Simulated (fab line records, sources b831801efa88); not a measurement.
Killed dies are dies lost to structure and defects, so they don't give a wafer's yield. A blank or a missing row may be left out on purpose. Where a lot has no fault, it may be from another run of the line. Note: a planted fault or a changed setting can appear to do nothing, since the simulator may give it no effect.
fab line records | flow sky130
record lots=11 wafers=33 last-day=50
route steps=708 shown FIELD_ISO@18 NWELL@64 PWDE@84 VT_ADJUST_HVTP@96
lots untouched by any fault: they come from a run of this same line in which no faults occurred
start-h: hours from the record's opening day to when the first of the lot's shown wafers began | wait-h: how many hours have passed since the lot's step before this one | " unchanged from the row above | L1.1+2: several wafers, shown together as one row | - no value, or no start given | * or withheld: withheld | < > ~ a bound
route shown NAME@n: names a module that has steps shown in the file, with the first one's number in the route | usual: mean/standard deviation of fault-free wafers | same: alike in all rows | chamber/n: place in a boat | sites: readings site by site | _std_site: standard deviation across them | _edge_site: inner sites' mean taken away from outer sites' mean | radius-mm: for every site, how far away it sits from the centre of the wafer | mask NAME#n: copy n | behind: the last tool/chamber to shape the wafer | hold: cause of the lot's hold/its duration in hours/its outcome | device: the n, p or np transistor that did not switch | end of line: the same wafers' tests at the end of the route | a step without rows: its recipe alone | killed: dies that structure and defects cost at the first sort, which is not the same as the wafer's yield | map: dies across one wafer; x = killed, . = not, _ = none there
set.NAME: setting as actually run; set.NAME@STEP: the setting as run at that earlier step | model.NAME: the simulator's own value behind a step, which no gauge read
the route's steps for a sample of lots (tables are steps, rows are wafers)
services: the hour from which a tool's chamber was out of use, counted from the record's first day as start-h (under 0 if before that day), plus the number of hours and why
## steps
# step SKY_FIELD_ISO_ETCH_17
# recipe target-depth-a=3420 mask-material=Si3N4 chemistry=HBr/Cl2/O2 target=Si taper-deg=5 icp-w=600 bias-w=150 pressure-mtorr=15 HBr_flow_sccm=150 Cl2_flow_sccm=40 O2_flow_sccm=6 time-s=97.7
# usual bias-w=150.0/0.45 drypump-motor-current-A=5.5/0.43 oes-product-au=1.000/0.0077 throttle-valve-pct=25.656/0.01
# columns lot.wafer tool chamber start-h wait-h bias-w drypump-motor-current-A oes-product-au rf-hours-counter-h throttle-valve-pct
L761.2 rie-si-02 2 38.62 0.1 150.2 6.0 0.989 156 25.635
L761.3 " 0 " " 150.6 5.4 0.993 1 25.668
L761.5 " 0 " " 150.6 5.4 0.999 - 25.652
L765.1 rie-si-01 1 63.74 0.1 150.5 6.0 0.998 1 25.651
L765.4 " 3 " " 149.7 5.4 0.984 48 25.660
L765.5 " 0 " " 149.7 4.8 0.996 - 25.656
L768.1 rie-si-01 2 79.04 0.1 150.2 4.9 1.010 25 25.662
L768.3 " 0 " " 150.3 4.8 1.004 2 25.639
L768.5 " 3 " " 149.0 5.4 1.006 - 25.666
L769.1 rie-si-02 3 83.37 0.1 149.5 5.5 1.000 116 25.668
L769.4 " 0 " " 151.1 5.5 0.991 2 25.648
L769.6 " 2 " " 150.7 6.0 0.988 - 25.671
L774.1 rie-si-02 3 107.79 0.1 150.4 5.5 0.998 116 25.658
L774.3 " 1 " " 149.6 6.0 0.994 1 25.680
L774.6 " 1 " " 150.2 6.0 0.988 - 25.655
L775.2 rie-si-01 3 111.45 0.1 150.8 5.3 0.988 49 25.658
L775.4 " 2 " " 150.6 4.8 1.010 25 25.654
L775.5 " 1 " " 150.5 6.0 1.004 - 25.660
L778.2 rie-si-02 0 128.60 0.1 149.6 5.4 1.009 2 25.666
L778.3 " 3 " " 150.8 5.5 1.009 116 25.647
L778.4 " 2 " " 150.2 6.0 0.998 1 25.659
L779.2 rie-si-01 0 133.62 0.1 150.1 4.8 0.999 3 25.653
L779.5 " 3 " " 149.3 5.4 1.001 - 25.647
L779.6 " 0 " " 150.2 4.8 0.990 - 25.649
L780.1 rie-si-02 3 138.02 0.1 150.2 5.5 1.009 116 25.647
L780.3 " 1 " " 149.6 6.0 0.996 1 25.656
L780.4 " 0 " " 150.0 5.4 0.985 2 25.655
L781.4 rie-si-01 0 145.39 0.0 150.7 4.9 0.991 3 25.653
L781.5 " 3 " " 150.2 5.3 1.003 - 25.653
L781.6 " 2 " " 150.2 4.9 1.014 - 25.645
L782.1 rie-si-02 0 149.82 0.1 149.9 5.5 1.003 2 25.657
L782.3 " 1 " " 151.3 6.0 1.002 1 25.648
L782.4 " 3 " " 150.6 5.5 1.005 116 25.664
# step SKY_NWELL_IMPLANT_11
# recipe species=P energy-kev=400 dose-cm2=1.9e+13 tilt-deg=withheld
# usual beam-energy-keV=400.01/0.13 beam-on-s=10.02/0.21 dose-ions-cm2=1.9e+13/2.1e+10 faraday-current-uA=106.9/2.2
# columns lot.wafer tool chamber start-h wait-h beam-energy-keV beam-on-s dose-ions-cm2 faraday-current-uA
L761.2 implanter-02 0 103.41 0.0 399.98 9.91 1.8998e+13 108.2
L761.3 " 0 " " 399.82 10.06 1.9e+13 106.3
L761.5 " 0 " " 399.80 9.75 1.9045e+13 109.7
L765.1 implanter-02 0 125.89 0.0 400.18 68.58 2.0748e+14 169.5
L765.4 " 0 " " 399.96 72.44 2.0748e+14 161.3
L765.5 " 0 " " 399.97 72.18 2.0749e+14 161.7
L768.1 implanter-02 0 137.90 0.0 399.95 69.10 2.0744e+14 168.8
L768.3 " 0 " " 399.79 70.59 2.0745e+14 165.5
L768.5 " 0 " " 399.74 68.22 2.0749e+14 170.4
L769.1 implanter-04 0 146.99 0.0 400.02 10.04 1.8999e+13 106.7
L769.4 " 0 " " 400.12 9.82 1.8986e+13 108.8
L769.6 " 0 " " 400.16 10.10 1.9012e+13 105.7
L774.1 implanter-01 0 174.85 0.0 400.05 9.96 1.9025e+13 107.9
L774.3 " 0 " " 400.05 10.36 1.9015e+13 103.2
L774.6 " 0 " " 400.11 10.29 1.8957e+13 104.0
L775.2 implanter-04 0 177.53 0.0 399.99 10.36 1.9004e+13 103.2
L775.4 " 0 " " 400.01 9.83 1.9003e+13 108.8
L775.5 " 0 " " 400.04 10.01 1.9008e+13 107.0
L778.2 implanter-02 0 197.08 0.0 399.88 10.12 1.9005e+13 105.9
L778.3 " 0 " " 400.05 10.38 1.896e+13 103.2
L778.4 " 0 " " 399.87 10.10 1.8998e+13 105.8
L779.2 implanter-04 0 201.18 0.0 399.67 9.69 1.8983e+13 109.6
L779.5 " 0 " " 399.73 9.90 1.9034e+13 108.3
L779.6 " 0 " " 399.96 9.73 1.8988e+13 109.7
L780.1 implanter-04 0 206.08 0.0 399.90 9.92 1.904e+13 108.0
L780.3 " 0 " " 400.07 10.38 1.9003e+13 103.1
L780.4 " 0 " " 400.14 9.90 1.9032e+13 108.0
L781.4 implanter-02 0 219.86 0.1 400.39 10.28 1.9007e+13 104.3
L781.5 " 0 " " 400.21 10.01 1.9053e+13 107.1
L781.6 " 0 " " 400.12 9.97 1.9052e+13 107.4
L782.1 implanter-02 0 225.55 0.0 400.01 9.85 1.9013e+13 108.9
L782.3 " 0 " " 400.01 9.82 1.8979e+13 109.3
L782.4 " 0 " " 399.95 9.93 1.898e+13 107.7
# step SKY_NWELL_TW_MEAS_15
# usual NWELL_TW=1821/13
# columns lot.wafer tool chamber start-h wait-h NWELL_TW
L761.2 film-metro-03 - 103.95 0.1 1820
L761.3 " - " " 1815
L761.5 " - " " 1827
L765.1 film-metro-03 - 126.44 0.1 3782
L765.4 " - " " 3786
L765.5 " - " " 3793
L768.1 film-metro-01 - 138.45 0.1 3875
L768.3 " - " " 3848
L768.5 " - " " 3857
L769.1 film-metro-04 - 147.54 0.1 1832
L769.4 " - " " 1823
L769.6 " - " " 1826
L774.1 film-metro-04 - 175.40 0.1 1807
L774.3 " - " " 1813
L774.6 " - " " 1810
L775.2 film-metro-03 - 178.06 0.1 1826
L775.4 " - " " 1819
L775.5 " - " " 1818
L778.2 film-metro-03 - 197.61 0.1 1810
L778.3 " - " " 1813
L778.4 " - " " 1796
L779.2 film-metro-01 - 201.71 0.1 1838
L779.5 " - " " 1843
L779.6 " - " " 1838
L780.1 film-metro-03 - 206.63 0.1 1815
L780.3 " - " " 1812
L780.4 " - " " 1818
L781.4 film-metro-03 - 220.36 0.1 1821
L781.5 " - " " 1834
L781.6 " - " " 1822
L782.1 film-metro-03 - 226.10 0.1 1818
L782.3 " - " " 1819
L782.4 " - " " 1820
# step SKY_NWELL_RS_MEAS_29
# recipe thk-meas-gauge=four-point-probe
# usual NWELL_RS=624.6/1.9
# columns lot.wafer tool chamber start-h wait-h NWELL_RS[ohm/sq]
L761.2 film-metro-04 - 122.15 0.1 626.3
L761.3 " - " " 622.9
L761.5 " - " " 623.7
L765.1 film-metro-01 - 145.80 0.1 161.2
L765.4 " - " " 161.3
L765.5 " - " " 161.1
L768.1 film-metro-04 - 157.89 0.1 160.7
L768.3 " - " " 160.6
L768.5 " - " " 161.0
L769.1 film-metro-04 - 167.66 0.1 626.2
L769.4 " - " " 624.9
L769.6 " - " " 625.8
L774.1 film-metro-04 - 197.24 0.1 628.5
L774.3 " - " " 627.3
L774.6 " - " " 628.3
L775.2 film-metro-03 - 199.67 0.1 622.1
L775.4 " - " " 622.4
L775.5 " - " " 623.7
L778.2 film-metro-03 - 219.26 0.1 626.8
L778.3 " - " " 624.2
L778.4 " - " " 628.5
L779.2 film-metro-03 - 223.48 0.1 626.4
L779.5 " - " " 625.4
L779.6 " - " " 625.0
L780.1 film-metro-04 - 229.59 0.2 620.2
L780.3 " - " " 623.9
L780.4 " - " " 621.7
L781.4 film-metro-04 - 243.76 0.1 621.3
L781.5 " - " " 621.6
L781.6 " - " " 621.8
L782.1 film-metro-04 - 249.06 0.2 625.0
L782.3 " - " " 625.5
L782.4 " - " " 622.5
# step SKY_NWELL_RS_MEAS_31
# recipe thk-meas-gauge=four-point-probe
# usual PWDE_RS=5264/17
# columns lot.wafer tool chamber start-h wait-h PWDE_RS[ohm/sq]
L761.2 film-metro-04 - 122.39 0.1 5287
L761.3 " - " " 5272
L761.5 " - " " 5251
L765.1 film-metro-01 - 146.04 0.1 5260
L765.4 " - " " 5243
L765.5 " - " " 5236
L768.1 film-metro-04 - 158.13 0.1 5243
L768.3 " - " " 5236
L768.5 " - " " 5238
L769.1 film-metro-04 - 167.90 0.1 5252
L769.4 " - " " 5277
L769.6 " - " " 5287
L774.1 film-metro-04 - 197.48 0.1 5252
L774.3 " - " " 5250
L774.6 " - " " 5240
L775.2 film-metro-03 - 199.91 0.1 5294
L775.4 " - " " 5286
L775.5 " - " " 5279
L778.2 film-metro-03 - 219.50 0.1 5302
L778.3 " - " " 5287
L778.4 " - " " 5291
L779.2 film-metro-03 - 223.72 0.1 5287
L779.5 " - " " 5268
L779.6 " - " " 5258
L780.1 film-metro-04 - 229.83 0.1 5264
L780.3 " - " " 5243
L780.4 " - " " 5271
L781.4 film-metro-04 - 244.00 0.1 5260
L781.5 " - " " 5263
L781.6 " - " " 5255
L782.1 film-metro-04 - 249.30 0.1 5256
L782.3 " - " " 5243
L782.4 " - " " 5266
# step SKY_VT_ADJUST_HVTP_TW_MEAS_11
# usual VT_ADJUST_HVTP_TW=1352/19
# columns lot.wafer tool chamber start-h wait-h VT_ADJUST_HVTP_TW
L761.2 film-metro-03 - 141.58 0.1 1347
L761.3 " - " " 1343
L761.5 " - " " 1343
L765.1 film-metro-03 - 165.24 0.1 1353
L765.4 " - " " 1347
L765.5 " - " " 1349
L768.1 film-metro-02 - 178.39 0.1 1325
L768.3 " - " " 1322
L768.5 " - " " 1314
L769.1 film-metro-02 - 188.71 0.1 1329
L769.4 " - " " 1325
L769.6 " - " " 1328
L774.1 film-metro-01 - 218.81 0.1 1380
L774.3 " - " " 1371
L774.6 " - " " 1377
L775.2 film-metro-02 - 221.65 0.1 1327
L775.4 " - " " 1336
L775.5 " - " " 1339
L778.2 film-metro-01 - 243.33 0.1 1364
L778.3 " - " " 1365
L778.4 " - " " 1371
L779.2 film-metro-03 - 247.04 0.1 1351
L779.5 " - " " 1349
L779.6 " - " " 1355
L780.1 film-metro-03 - 254.08 0.1 1357
L780.3 " - " " 1356
L780.4 " - " " 1362
L781.4 film-metro-01 - 268.69 0.1 1376
L781.5 " - " " 1374
L781.6 " - " " 1369
L782.1 film-metro-02 - 272.88 0.1 1331
L782.3 " - " " 1327
L782.4 " - " " 1336
## services
# columns tool chamber start-h hours kind
implanter-04 - 16.89 3.4 repair
rie-si-02 2 53.35 - clean
rie-si-02 2 53.35 14.6 scheduled-down
rie-si-02 2 53.35 14.6 vent-cycle
implanter-02 - 71.13 1.9 repair
implanter-04 - 75.00 1.6 repair
implanter-02 - 78.66 13.4 pm
implanter-02 - 93.94 1.8 repair
implanter-04 - 136.06 3.3 pm
implanter-01 - 136.91 1.2 repair
implanter-04 - 195.83 4.4 repair
rie-si-02 - 204.44 0.1 repair
implanter-01 - 214.53 4.1 pm
implanter-01 - 221.34 1.4 repair
## key
first-sign step=SKY_NWELL_IMPLANT_11 reading=dose-ions-cm2 direction=up sigmas=99+ usual=* struck=*
effect step=SKY_NWELL_IMPLANT_11 reading=beam-on-s direction=up sigmas=99+ usual=10.02 struck=70.19
effect step=SKY_NWELL_TW_MEAS_15 reading=NWELL_TW direction=up sigmas=99+ usual=1821 struck=3824
effect step=SKY_NWELL_RS_MEAS_29 reading=NWELL_RS direction=down sigmas=99+ usual=624.6 struck=161.0
met-at SKY_NWELL_IMPLANT_11
struck-lots L765,L768
tester-left-out L765,L768
not-acting-at SKY_FIELD_ISO_ETCH_17,SKY_NWELL_RS_MEAS_31,SKY_VT_ADJUST_HVTP_TW_MEAS_11
onset-between 103.41 125.89
fault kind=process-parameter-drift tool=implanter-02 chamber=- onset-h=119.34 steps=SKY_NWELL_IMPLANT_11 channel=dose-cm2 offset=* shape=step end-h=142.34 acts-in=* stated=*
# tester-left-out: of these lots the tester's yield and bins aren't shown, on N5 and GAA mostly nor the transistor test; their killed dies are dies lost to structure and defects alone, not to doping, threshold or leakage, so they don't give the yield
